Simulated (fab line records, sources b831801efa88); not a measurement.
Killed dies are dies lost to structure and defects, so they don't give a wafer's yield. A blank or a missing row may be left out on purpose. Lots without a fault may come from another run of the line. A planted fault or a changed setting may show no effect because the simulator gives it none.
Which tool did it? | flow sky130 | 13 lots, 39 wafers sampled, at 4 steps of a route of 708

WHAT THE GAUGES READ, wafer by wafer
SKY_LI_CONTACT_THK_MEAS_23: measures by xrf.
lot  | measured     | on            | LI_CONTACT_W_THK (nm)
L725 | day 28 09:38 | film_metro-04 | 393 389 382
L726 | day 29 03:32 | film_metro-04 | 390 390 396
L727 | day 29 17:02 | film_metro-04 | 387 397 390
L729 | day 30 05:04 | film_metro-04 | 398 390 397
L733 | day 31 16:14 | film_metro-03 | 380 381 380
L734 | day 32 17:48 | film_metro-03 | 397 392 396
L735 | day 33 00:20 | film_metro-01 | 386 386 387
L736 | day 33 01:20 | film_metro-04 | 388 385 392
L741 | day 34 09:43 | film_metro-03 | 386 384 378
L742 | day 34 20:24 | film_metro-04 | 392 396 401
L744 | day 35 07:20 | film_metro-01 | 393 392 391
L745 | day 35 13:23 | film_metro-01 | 400 397 395
L747 | day 36 06:13 | film_metro-01 | 394 389 394

SKY_LOCAL_INTERCONNECT_THK_MEAS_02: measures by xrf.
lot  | measured     | on            | LOCAL_INTERCONNECT_TIN_THK (nm)
L725 | day 28 10:11 | film_metro-03 | 99.7 98.9 99.4
L726 | day 29 04:05 | film_metro-04 | 100.5 97.6 101.0
L727 | day 29 17:35 | film_metro-04 | 99.4 102.9 102.7
L729 | day 30 05:37 | film_metro-02 | 97.6 100.3 99.0
L733 | day 31 16:46 | film_metro-02 | 100.6 99.7 101.3
L734 | day 32 18:20 | film_metro-04 | 100.5 100.5 100.1
L735 | day 33 00:52 | film_metro-02 | 97.3 97.3 97.5
L736 | day 33 01:53 | film_metro-04 | 100.0 98.3 99.3
L741 | day 34 10:15 | film_metro-02 | 101.5 101.4 100.6
L742 | day 34 21:08 | film_metro-04 | 99.8 100.6 100.1
L744 | day 35 07:53 | film_metro-02 | 98.6 100.8 100.0
L745 | day 35 13:56 | film_metro-04 | 101.3 101.8 100.7
L747 | day 36 06:45 | film_metro-02 | 98.1 98.4 101.8

WHICH TOOL RAN EACH LOT (tool, then ch and the chambers of the sampled wafers, then the start)
lot  | SKY_POLY_CUT_SOFTBAKE_04          | SKY_RES_XHIGH_STRIP_08
L725 | litho_track-03 ch 0, day 23 04:00 | plasma_asher-02 ch 0,1, day 26 01:35
L726 | litho_track-04 ch 0, day 23 19:00 | plasma_asher-03 ch 0, day 26 18:40
L727 | litho_track-02 ch 0, day 24 10:00 | plasma_asher-04 ch 0,1, day 27 08:16
L729 | litho_track-03 ch 0, day 24 22:00 | plasma_asher-04 ch 0,1, day 27 19:58
L733 | litho_track-04 ch 0, day 26 10:00 | plasma_asher-04 ch 0, day 29 07:04
L734 | litho_track-02 ch 0, day 27 10:00 | plasma_asher-03 ch 0,1, day 30 08:05
L735 | litho_track-02 ch 0, day 27 17:00 | plasma_asher-03 ch 0,1, day 30 14:46
L736 | litho_track-03 ch 0, day 27 18:00 | plasma_asher-04 ch 0,1, day 30 16:10
L741 | litho_track-03 ch 0, day 29 04:00 | plasma_asher-03 ch 0,1, day 32 00:40
L742 | litho_track-04 ch 0, day 29 14:00 | plasma_asher-04 ch 0,1, day 32 11:55
L744 | litho_track-02 ch 0, day 30 01:00 | plasma_asher-04 ch 0,1, day 32 22:40
L745 | litho_track-03 ch 0, day 30 09:00 | plasma_asher-04 ch 0,1, day 33 05:01
L747 | litho_track-04 ch 0, day 30 23:00 | plasma_asher-04 ch 0,1, day 33 21:20
- SKY_POLY_CUT_SOFTBAKE_04: time 90 s.
- SKY_RES_XHIGH_STRIP_08: strips in O2/N2.

WHAT THE TOOLS THEMSELVES READ (means of the sampled wafers that have a number; where no wafer has one, the mark that the record gives instead)
SKY_POLY_CUT_SOFTBAKE_04.
lot  | tool           | heater_power_total_W (W) | run_length_s (s)
L725 | litho_track-03 | 57.32                    | 119.27
L726 | litho_track-04 | 57.35                    | 118.96
L727 | litho_track-02 | 57.30                    | 119.41
L729 | litho_track-03 | 57.34                    | 119.18
L733 | litho_track-04 | 57.46                    | 118.84
L734 | litho_track-02 | 59.09                    | 111.01
L735 | litho_track-02 | 59.13                    | 111.00
L736 | litho_track-03 | 57.32                    | 119.10
L741 | litho_track-03 | 57.34                    | 119.23
L742 | litho_track-04 | 57.30                    | 118.90
L744 | litho_track-02 | 57.43                    | 119.41
L745 | litho_track-03 | 57.23                    | 119.14
L747 | litho_track-04 | 57.29                    | 118.94

SKY_RES_XHIGH_STRIP_08.
lot  | tool            | drypump_motor_current_A (A) | oes_product_au (a.u.) | strip_time_to_endpoint_s (s)
L725 | plasma_asher-02 | 6.0                         | 0.710                 | 14.29
L726 | plasma_asher-03 | 5.8                         | 0.712                 | 14.31
L727 | plasma_asher-04 | 6.3                         | 0.705                 | 14.29
L729 | plasma_asher-04 | 6.3                         | 0.715                 | 14.26
L733 | plasma_asher-04 | 6.8                         | 0.712                 | 14.27
L734 | plasma_asher-03 | 5.7                         | 0.709                 | 14.23
L735 | plasma_asher-03 | 5.5                         | 0.713                 | 14.33
L736 | plasma_asher-04 | 5.8                         | 0.711                 | 14.28
L741 | plasma_asher-03 | 5.5                         | 0.708                 | 14.30
L742 | plasma_asher-04 | 5.8                         | 0.709                 | 14.25
L744 | plasma_asher-04 | 5.8                         | 0.712                 | 14.23
L745 | plasma_asher-04 | 5.8                         | 0.714                 | 14.25
L747 | plasma_asher-04 | 6.3                         | 0.710                 | 14.24

THE ANSWER, worked out from the rows above alone
Rule: what is usual is taken from the lots themselves. Put in order of their means at a reading, lots are off if they are a third of the lots or fewer, leave a main group of 4 or more, and stand apart from it by a gap of 3 or more times the standard deviation of the main group's means; of several such gaps the widest counts. A main group whose means are all the same, to the digits that the tables above print for the reading, isn't used. A lot without any number at a reading at which 4 lots or more have one is off too. The other lots that the step has rows for count as sound. The gauges are gone through in route order, then the tools' own readings, and for those a lot's mean is taken as printed above. The first step at which some lot is off is used, and at that step the reading that is off furthest; a lot without a number counts as furthest.
Off: L734, L735, at SKY_POLY_CUT_SOFTBAKE_04 (run_length_s). The main group: mean 119.13 s, standard deviation 0.19.
A tool fits if, at that step or a process step before it, it ran every lot that is off, and no sound lot after the first of them. None of those tried fits.

WHAT THE SIMULATOR HAD PUT IN
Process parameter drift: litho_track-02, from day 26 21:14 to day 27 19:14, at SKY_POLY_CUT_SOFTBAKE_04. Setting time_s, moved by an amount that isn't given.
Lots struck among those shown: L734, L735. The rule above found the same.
